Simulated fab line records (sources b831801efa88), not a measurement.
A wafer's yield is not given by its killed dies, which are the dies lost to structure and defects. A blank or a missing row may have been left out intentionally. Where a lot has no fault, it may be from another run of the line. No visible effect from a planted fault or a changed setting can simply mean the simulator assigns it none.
fab line records	flow gf180mcu
[record] lots = 14	wafers = 42	last_day = 34
route steps=602 shown V4@490 MIM@522
lots with no fault: from the same line, run without faults
start_h: the number of hours between the record's first day and the start of the first shown wafer of the lot	wait_h: hours elapsed since this lot's preceding step	" as in the row above	L1.1+2: several wafers, shown together as one row	- no value, or no start was given	* or withheld: withheld	< > ~ a bound
route shown NAME@n: NAME is a module with steps in the file, n the number in the route of the first one	usual: the fault-free wafers' mean and standard deviation	same: alike in all rows	chamber/n: place in a boat	sites: the reading at each site	_std_site: the standard deviation of these	_edge_site: inner sites' mean taken away from outer sites' mean	radius_mm: for every site, how far away it sits from the centre of the wafer	mask NAME#n: copy n	behind: the most recent tool/chamber to have shaped the wafer	hold: the reason the lot was held/the length of the hold in hours/how it ended	device: names the non-switching transistor (n, p or np)	end of line: tests run on the same wafers once the route is complete	a step given without rows: its recipe and nothing more	killed: dies lost to structure and defects at the first sort, not the wafer's yield	map: a wafer's dies, x killed, . not, _ none there
set.NAME: the setting that was run; set.NAME@STEP: the one run at that earlier step	model.NAME: the simulator's own value behind a step, which no gauge read
a sample of lots followed through the steps of the route, with each step as a table and each wafer as a row
services: a tool's chamber out of use, with start hour (start_h, from the record's first day; less than 0 if before it), hours out, and reason
[[steps]]
[step GF_V4_CD_MEAS_14]
[recipe] target_cd_nm = 260
[usual] cd_nm = 260.1/1.1
lot.wafer	tool	chamber	start_h	wait_h	cd_nm
L489.2	cd_sem-01	-	570.39	0.1	261.3
L489.3	"	-	"	"	261.1
L489.5	"	-	"	"	260.7
L490.1	cd_sem-01	-	581.07	0.1	258.5
L490.2	"	-	"	"	258.7
L490.3	"	-	"	"	258.9
L491.1	cd_sem-02	-	585.27	0.1	259.4
L491.3	"	-	"	"	258.9
L491.6	"	-	"	"	258.6
L492.2	cd_sem-02	-	594.53	0.1	260.1
L492.5	"	-	"	"	260.8
L492.6	"	-	"	"	258.8
L496.3	cd_sem-01	-	618.95	0.1	260.8
L496.4	"	-	"	"	259.4
L496.6	"	-	"	"	261.5
L500.1	cd_sem-02	-	653.02	0.1	261.2
L500.5	"	-	"	"	260.1
L500.6	"	-	"	"	260.3
L501.1	cd_sem-02	-	656.76	0.1	260.1
L501.3	"	-	"	"	259.2
L501.5	"	-	"	"	260.0
L502.2	cd_sem-01	-	667.69	0.1	258.7
L502.4	"	-	"	"	259.1
L502.5	"	-	"	"	258.6
L503.3	cd_sem-02	-	673.56	0.1	262.1
L503.4	"	-	"	"	261.7
L503.6	"	-	"	"	260.3
L506.1	cd_sem-01	-	692.21	0.1	261.2
L506.4	"	-	"	"	260.0
L506.5	"	-	"	"	260.4
L507.4	cd_sem-01	-	695.88	0.1	260.2
L507.5	"	-	"	"	261.5
L507.6	"	-	"	"	260.7
L508.2	cd_sem-02	-	707.11	0.2	259.5
L508.3	"	-	"	"	260.5
L508.6	"	-	"	"	261.7
L509.4	cd_sem-01	-	710.83	0.1	261.6
L509.5	"	-	"	"	260.6
L509.6	"	-	"	"	260.5
L512.1	cd_sem-01	-	729.36	0.1	258.5
L512.2	"	-	"	"	259.1
L512.5	"	-	"	"	257.2
[step GF_V4_ETCH_16]
[recipe] chemistry = N2/H2	target_depth_a = withheld	overetch_a = withheld	time_s = withheld	target = BARC	ion_energy_ev = 200	source_w = 500	bias_w = 100	pressure_mtorr = 30	n2_flow_sccm = 100	h2_flow_sccm = 200
[usual] chamber_pressure_mTorr = 30.00/0.03	drypump_motor_current_A = 5.7/0.4	oes_product_au = 0.855/0.0046	rf_fwd_power_W = 494.7/2.2	throttle_valve_pct = 13.225/0.0089
lot.wafer	tool	chamber	start_h	wait_h	chamber_pressure_mTorr	drypump_motor_current_A	oes_product_au	rf_fwd_power_W	throttle_valve_pct
L489.2	rie_diel-02	3	570.53	0.0	30.02	5.5	0.859	494.5	13.221
L489.3	"	2	"	"	30.00	6.5	0.852	498.2	13.236
L489.5	"	3	"	"	30.01	5.5	0.863	493.6	13.204
L490.1	rie_diel-03	0	581.23	0.0	29.96	5.7	0.852	492.2	13.234
L490.2	"	3	"	"	30.05	5.2	0.853	495.2	13.222
L490.3	"	1	"	"	30.02	5.6	0.852	493.2	13.228
L491.1	rie_diel-03	1	585.42	0.0	29.99	5.6	0.846	495.0	13.226
L491.3	"	0	"	"	30.00	5.7	0.856	496.7	13.218
L491.6	"	3	"	"	29.97	5.2	0.855	496.4	13.225
L492.2	rie_diel-03	1	594.66	0.0	29.97	5.6	0.847	496.7	13.207
L492.5	"	3	"	"	30.03	5.2	0.850	492.6	13.217
L492.6	"	2	"	"	30.01	6.3	0.854	497.4	13.225
L496.3	rie_diel-03	0	619.06	0.0	29.99	5.6	0.861	494.6	13.230
L496.4	"	2	"	"	29.99	6.3	0.854	498.1	13.233
L496.6	"	3	"	"	30.00	5.2	0.852	496.7	13.215
L500.1	rie_diel-02	3	653.18	0.0	29.99	5.5	0.856	498.9	13.215
L500.5	"	0	"	"	30.02	5.9	0.856	495.1	13.231
L500.6	"	1	"	"	29.99	5.6	0.846	490.2	13.226
L501.1	rie_diel-02	1	656.91	0.0	30.00	5.7	0.861	490.7	13.230
L501.3	"	3	"	"	29.98	5.5	0.855	495.0	13.246
L501.5	"	2	"	"	30.01	6.4	0.850	494.9	13.215
L502.2	rie_diel-01	3	667.83	0.0	29.93	5.1	0.849	497.2	13.227
L502.4	"	0	"	"	29.96	5.6	0.857	494.3	13.234
L502.5	"	3	"	"	29.97	5.1	0.855	495.0	13.224
L503.3	rie_diel-01	3	673.68	0.0	30.02	5.1	0.856	497.1	13.216
L503.4	"	3	"	"	29.99	5.1	0.845	496.2	13.223
L503.6	"	0	"	"	29.97	5.5	0.854	490.6	13.232
L506.1	rie_diel-02	0	692.36	0.0	29.99	5.9	0.849	495.9	13.213
L506.4	"	3	"	"	29.95	5.5	0.855	495.0	13.242
L506.5	"	1	"	"	29.97	5.7	0.860	492.6	13.216
L507.4	rie_diel-02	0	695.97	0.0	29.98	5.9	0.852	495.4	13.226
L507.5	"	1	"	"	30.04	5.7	0.850	491.4	13.240
L507.6	"	2	"	"	29.98	6.5	0.859	495.4	13.238
L508.2	rie_diel-03	3	707.25	0.0	29.99	5.2	0.857	494.7	13.207
L508.3	"	2	"	"	30.00	6.4	0.851	493.2	13.237
L508.6	"	0	"	"	30.02	5.7	0.849	495.6	13.217
L509.4	rie_diel-03	0	710.93	0.0	29.96	5.6	0.849	496.7	13.233
L509.5	"	3	"	"	29.96	5.2	0.859	494.8	13.215
L509.6	"	0	"	"	30.01	5.6	0.852	493.4	13.216
L512.1	rie_diel-03	2	729.51	0.0	29.98	6.3	0.869	493.8	13.222
L512.2	"	3	"	"	29.96	5.2	0.862	494.1	13.232
L512.5	"	3	"	"	30.05	5.2	0.855	492.8	13.230
[step GF_V4_SPUTTER_21]
[recipe] material = Ti	target_thk_nm = 15	chamber_pressure_pa = 5	power_w = 2500	substrate_temp_c = 200	time_s = 80.02
[usual] throttle_valve_pct = 30.0/0.71
[same] time_s = 80.02
lot.wafer	tool	chamber	start_h	wait_h	throttle_valve_pct
L489.2	pvd_sputter-02	-	571.19	0.0	29.3
L489.3	"	-	"	"	29.4
L489.5	"	-	"	"	29.6
L490.1	pvd_sputter-04	-	581.89	0.0	29.7
L490.2	"	-	"	"	31.0
L490.3	"	-	"	"	29.5
L491.1	pvd_sputter-02	-	586.09	0.0	30.6
L491.3	"	-	"	"	29.5
L491.6	"	-	"	"	30.6
L492.2	pvd_sputter-03	-	595.33	0.0	29.0
L492.5	"	-	"	"	29.5
L492.6	"	-	"	"	31.1
L496.3	pvd_sputter-03	-	619.73	0.0	31.1
L496.4	"	-	"	"	29.5
L496.6	"	-	"	"	29.7
L500.1	pvd_sputter-04	-	653.84	0.0	30.1
L500.5	"	-	"	"	29.9
L500.6	"	-	"	"	29.7
L501.1	pvd_sputter-03	-	657.92	0.0	29.6
L501.3	"	-	"	"	31.2
L501.5	"	-	"	"	31.2
L502.2	pvd_sputter-03	-	668.58	0.0	28.8
L502.4	"	-	"	"	29.6
L502.5	"	-	"	"	29.6
L503.3	pvd_sputter-03	-	674.68	0.0	31.2
L503.4	"	-	"	"	29.7
L503.6	"	-	"	"	29.3
L506.1	pvd_sputter-02	-	693.03	0.0	30.8
L506.4	"	-	"	"	29.4
L506.5	"	-	"	"	29.8
L507.4	pvd_sputter-04	-	696.64	0.0	30.1
L507.5	"	-	"	"	29.8
L507.6	"	-	"	"	31.1
L508.2	pvd_sputter-04	-	707.95	0.0	29.8
L508.3	"	-	"	"	29.8
L508.6	"	-	"	"	31.1
L509.4	pvd_sputter-02	-	711.59	0.0	29.3
L509.5	"	-	"	"	29.2
L509.6	"	-	"	"	29.8
L512.1	pvd_sputter-03	-	730.18	0.0	31.4
L512.2	"	-	"	"	29.1
L512.5	"	-	"	"	31.1
[step GF_MIM_METAL_ETCH_19]
[recipe] chemistry = Cl2/BCl3	mask_material = NOVOLAK	stop_on = Si3N4	target_depth_nm = 324.5	pressure_mtorr = 8	icp_w = 800	bias_w = 140	Cl2_flow_sccm = 80	bcl3_flow_sccm = 40	time_s = 54.1
[usual] chamber_pressure_mTorr = 8.000/0.0074	drypump_motor_current_A = 5.5/0.42	oes_product_au = 0.941/0.0059	rf_fwd_power_W = 792/4	throttle_valve_pct = 28.284/0.0095
[same] time_s = 54.1
lot.wafer	tool	chamber	start_h	wait_h	chamber_pressure_mTorr	drypump_motor_current_A	oes_product_au	rf_fwd_power_W	rf_hours_counter_h	throttle_valve_pct
L489.2	rie_metal-03	1	593.47	0.1	8.008	5.0	0.935	798	3	28.305
L489.3	"	0	"	"	8.002	5.7	0.941	786	-	28.288
L489.5	"	0	"	"	8.006	5.7	0.935	787	-	28.286
L490.1	rie_metal-01	1	604.11	0.1	7.998	6.3	0.937	793	9	28.281
L490.2	"	0	"	"	7.987	5.4	0.939	792	9	28.292
L490.3	"	0	"	"	8.005	5.4	0.936	795	-	28.283
L491.1	rie_metal-04	1	607.95	0.1	7.995	5.2	0.943	793	3	28.282
L491.3	"	0	"	"	8.004	5.6	0.938	790	-	28.298
L491.6	"	1	"	"	8.020	5.2	0.939	794	-	28.288
L492.2	rie_metal-03	1	617.00	0.1	8.007	4.9	0.942	797	4	28.273
L492.5	"	0	"	"	8.003	5.7	0.941	786	-	28.280
L492.6	"	1	"	"	7.995	5.0	0.937	798	-	28.286
L496.3	rie_metal-01	0	641.38	0.1	7.993	5.4	0.946	796	-	28.276
L496.4	"	1	"	"	8.001	6.3	0.938	794	-	28.292
L496.6	"	1	"	"	8.008	6.4	0.929	794	-	28.274
L500.1	rie_metal-03	0	674.41	0.1	7.983	5.6	0.908	656	2	28.336
L500.5	"	1	"	"	7.997	4.9	0.912	665	-	28.314
L500.6	"	0	"	"	8.002	5.7	0.911	656	-	28.327
L501.1	rie_metal-03	1	678.05	0.1	8.001	4.9	0.920	668	6	28.306
L501.3	"	1	"	"	8.001	4.9	0.910	669	-	28.321
L501.5	"	1	"	"	8.011	5.0	0.908	671	-	28.337
L502.2	rie_metal-01	1	688.52	0.1	8.007	6.4	0.936	795	-	28.284
L502.4	"	1	"	"	8.008	6.4	0.943	792	-	28.276
L502.5	"	1	"	"	7.997	6.4	0.953	797	-	28.274
L503.3	rie_metal-04	0	694.88	0.1	8.004	5.6	0.945	790	-	28.303
L503.4	"	1	"	"	8.003	5.2	0.943	794	-	28.282
L503.6	"	0	"	"	7.992	5.6	0.948	792	-	28.288
L506.1	rie_metal-04	0	712.06	0.1	8.005	5.6	0.934	795	8	28.279
L506.4	"	1	"	"	7.981	5.2	0.937	792	-	28.280
L506.5	"	0	"	"	7.986	5.6	0.935	792	-	28.290
L507.4	rie_metal-04	1	715.42	0.1	7.981	5.2	0.943	795	-	28.275
L507.5	"	0	"	"	8.012	5.6	0.945	790	-	28.286
L507.6	"	1	"	"	7.998	5.2	0.941	793	-	28.295
L508.2	rie_metal-04	0	726.77	0.1	8.008	5.6	0.950	796	9	28.278
L508.3	"	1	"	"	8.009	5.2	0.948	796	-	28.275
L508.6	"	1	"	"	8.000	5.2	0.959	793	-	28.283
L509.4	rie_metal-04	1	729.68	0.1	7.988	5.2	0.942	796	-	28.278
L509.5	"	0	"	"	8.001	5.6	0.946	791	-	28.282
L509.6	"	1	"	"	8.003	5.2	0.943	790	-	28.271
L512.1	rie_metal-04	1	747.70	0.1	8.006	5.2	0.940	790	8	28.293
L512.2	"	0	"	"	7.998	5.6	0.937	792	10	28.293
L512.5	"	1	"	"	8.006	5.2	0.949	795	-	28.277
[step GF_MIM_STRIP_20]
[recipe] chemistry = O2/N2	power_w = 1400	pressure_mtorr = 1500	platen_temp_c = 250	o2_flow_sccm = 3000	n2_flow_sccm = 300	overash_fraction = 0.5
[usual] chamber_pressure_mTorr = 1499.8/1.3	drypump_motor_current_A = 5.9/0.63	heater_power_w = 337/40	oes_product_au = 0.692/0.0053	strip_time_to_endpoint_s = 11.22/0.041
lot.wafer	tool	chamber	start_h	wait_h	chamber_pressure_mTorr	drypump_motor_current_A	heater_power_w	oes_product_au	rf_hours_counter_h	strip_time_to_endpoint_s
L489.2	plasma_asher-01	0	593.54	0.0	1501.0	6.6	258	0.694	83	11.24
L489.3	"	0	"	"	1499.5	6.6	257	0.696	-	11.24
L489.5	"	1	"	"	1500.4	5.8	377	0.693	-	11.24
L490.1	plasma_asher-01	0	604.18	0.0	1497.0	6.6	262	0.687	84	11.14
L490.2	"	1	"	"	1500.7	5.9	366	0.689	84	11.16
L490.3	"	1	"	"	1500.4	5.9	376	0.685	-	11.18
L491.1	plasma_asher-01	0	608.02	0.0	1500.3	6.6	258	0.696	85	11.21
L491.3	"	0	"	"	1499.1	6.6	259	0.691	-	11.17
L491.6	"	1	"	"	1498.8	5.8	380	0.700	-	11.20
L492.2	plasma_asher-04	0	617.07	0.0	1500.6	6.7	348	0.698	99	11.21
L492.5	"	1	"	"	1498.6	5.3	312	0.694	-	11.24
L492.6	"	0	"	"	1500.9	6.7	344	0.691	-	11.16
L496.3	plasma_asher-04	0	641.46	0.1	1499.4	6.7	338	0.697	-	11.21
L496.4	"	1	"	"	1501.0	5.3	302	0.701	-	11.16
L496.6	"	0	"	"	1500.1	6.7	341	0.695	-	11.17
L500.1	plasma_asher-04	0	674.48	0.0	1499.5	6.7	336	0.691	105	11.49
L500.5	"	0	"	"	1501.3	6.7	338	0.707	-	11.44
L500.6	"	1	"	"	1498.4	5.3	309	0.702	-	11.48
L501.1	plasma_asher-04	1	678.12	0.0	1498.9	5.3	314	0.699	105	11.47
L501.3	"	0	"	"	1500.0	6.7	345	0.708	-	11.49
L501.5	"	1	"	"	1499.5	5.3	313	0.701	-	11.49
L502.2	plasma_asher-04	0	688.64	0.1	1498.2	6.7	336	0.691	107	11.16
L502.4	"	1	"	"	1499.4	5.3	312	0.692	-	11.13
L502.5	"	1	"	"	1499.6	5.3	311	0.689	-	11.12
L503.3	plasma_asher-04	1	694.96	0.1	1501.1	5.2	313	0.691	-	11.22
L503.4	"	0	"	"	1496.8	6.7	327	0.695	-	11.27
L503.6	"	0	"	"	1499.8	6.7	350	0.698	-	11.23
L506.1	plasma_asher-02	1	712.13	0.0	1497.2	6.2	376	0.689	64	11.20
L506.4	"	1	"	"	1499.1	6.2	378	0.691	-	11.19
L506.5	"	0	"	"	1500.4	5.1	351	0.693	-	11.16
L507.4	plasma_asher-04	1	715.50	0.1	1498.3	5.3	312	0.698	-	11.22
L507.5	"	1	"	"	1500.7	5.3	311	0.706	-	11.26
L507.6	"	0	"	"	1499.5	6.7	341	0.698	-	11.24
L508.2	plasma_asher-02	1	726.84	0.0	1503.0	6.2	374	0.692	65	11.25
L508.3	"	1	"	"	1500.1	6.2	376	0.695	-	11.24
L508.6	"	0	"	"	1499.2	5.0	356	0.692	-	11.23
L509.4	plasma_asher-02	1	729.76	0.1	1500.6	6.2	387	0.695	-	11.20
L509.5	"	1	"	"	1498.9	6.2	381	0.691	-	11.17
L509.6	"	0	"	"	1497.7	5.0	346	0.695	-	11.16
L512.1	plasma_asher-02	1	747.77	0.0	1498.7	6.2	379	0.697	68	11.27
L512.2	"	0	"	"	1499.7	5.0	354	0.693	68	11.23
L512.5	"	1	"	"	1499.1	6.2	375	0.687	-	11.25
[[services]]
tool	chamber	start_h	hours	kind
pvd_sputter-02	-	550.65	3.0	repair
rie_diel-01	-	566.65	0.9	repair
pvd_sputter-04	-	572.64	8.5	repair
rie_diel-01	0	576.72	11.7	repair
pvd_sputter-02	-	576.99	2.1	repair
rie_metal-03	0	593.64	6.9	repair
rie_metal-04	-	597.06	1.2	repair
rie_metal-03	-	597.51	0.6	repair
rie_diel-01	3	598.44	3.9	repair
rie_diel-02	-	603.31	14.6	pm
plasma_asher-04	-	606.53	10.3	pm
rie_diel-03	-	606.87	0.4	repair
pvd_sputter-02	-	617.85	9.5	repair
plasma_asher-01	-	623.60	4.3	pm
rie_diel-02	0	653.78	5.0	repair
rie_diel-01	0	656.35	3.8	repair
rie_metal-04	0	658.37	2.4	repair
rie_metal-01	0	680.83	45.6	repair
plasma_asher-01	-	682.39	14.6	pm
plasma_asher-02	-	691.42	0.8	repair
rie_metal-04	1	696.82	2.1	repair
plasma_asher-02	-	707.43	2.8	pm
plasma_asher-04	-	733.75	9.0	pm
rie_metal-01	1	741.65	10.6	repair
[[key]]
[first_sign] step = GF_MIM_METAL_ETCH_19	reading = rf_fwd_power_W	direction = down	sigmas = 32	usual = 792	struck = 664
[effect] step = GF_MIM_METAL_ETCH_19	reading = oes_product_au	direction = down	sigmas = 5.1	usual = 0.941	struck = 0.911
[effect] step = GF_MIM_STRIP_20	reading = strip_time_to_endpoint_s	direction = up	sigmas = 6.3	usual = *	struck = *
met_at GF_MIM_METAL_ETCH_19
struck_lots L500,L501
sort_left_out L500.1,L500.5,L500.6,L501.1,L501.3,L501.5
not_acting_at GF_V4_CD_MEAS_14,GF_V4_ETCH_16,GF_V4_SPUTTER_21
onset_between 617.00 674.41
[fault] kind = process_parameter_drift	tool = rie_metal-03	chamber = -	onset_h = 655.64	steps = GF_MIM_METAL_ETCH_19	channel = icp_w	offset = -128	shape = step	end_h = 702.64	acts_in = these_recipes_only	stated = 800
// sort_left_out: the simulated sort isn't trusted on such a fault, so these wafers' sort isn't shown, and their yield isn't known
